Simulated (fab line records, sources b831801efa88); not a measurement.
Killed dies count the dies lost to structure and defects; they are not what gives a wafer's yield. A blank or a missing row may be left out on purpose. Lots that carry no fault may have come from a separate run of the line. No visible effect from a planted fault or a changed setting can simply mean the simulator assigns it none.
Matching of chambers :: flow gf180mcu :: GF_V1_CMP_26 on cmp-02: 4 sister chambers
The step polishes, stops on SiO2, t overpolish 15 s, target thk 0 nm. 8 wafers are shown with their chamber, then 7 later ones without.

== EACH WAFER AND ITS CHAMBER ==
wafer: L759.2
chamber: 2
motorCurrentA (A): 10.7

wafer: L760.2
chamber: 0
motorCurrentA (A): 12.1

wafer: L760.6
chamber: 2
motorCurrentA (A): 9.8

wafer: L763.1
chamber: 1
motorCurrentA (A): 9.7

wafer: L763.3
chamber: 3
motorCurrentA (A): 10.8

wafer: L763.4
chamber: 0
motorCurrentA (A): 12.0

wafer: L764.2
chamber: 3
motorCurrentA (A): 10.6

wafer: L764.3
chamber: 1
motorCurrentA (A): 9.8

== WAFERS MISSING THEIR CHAMBER ==
wafer: L764.4
motorCurrentA (A): 10.6

wafer: L765.2
motorCurrentA (A): 10.7

wafer: L765.3
motorCurrentA (A): 10.3

wafer: L765.5
motorCurrentA (A): 10.2

wafer: L767.1
motorCurrentA (A): 11.9

wafer: L767.2
motorCurrentA (A): 10.7

wafer: L767.6
motorCurrentA (A): 12.3

== CHAMBER TAKEN BY EACH ==
wafer: L764.4
from the rows above: can't be placed: 3 or 2
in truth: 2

wafer: L765.2
from the rows above: can't be placed: 3 or 2
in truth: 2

wafer: L765.3
from the rows above: can't be placed: 2 or 3 or 1
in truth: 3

wafer: L765.5
from the rows above: can't be placed: 2 or 1 or 3
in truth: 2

wafer: L767.1
from the rows above: 0
in truth: 0

wafer: L767.2
from the rows above: can't be placed: 3 or 2
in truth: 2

wafer: L767.6
from the rows above: 0
in truth: 0
Placed correctly: 2 of 7. Unplaceable from these rows: 5, with the true chamber sitting among the candidates in 5. Number placed wrongly: 0.
How it was worked out, from the rows above alone: a wafer's distance from a chamber is the root of the sum, over the readings, of the square of ((its reading less the chamber's mean) divided by the reading's scatter). The wafer belongs to the nearest chamber; if the next one is less than 2 further off, it can't be placed. Each chamber's mean is taken over the wafers shown for it. The scatter: the root of (the sum of the squares of (reading less its chamber's mean) over the shown wafers, divided by (wafers less chambers)).
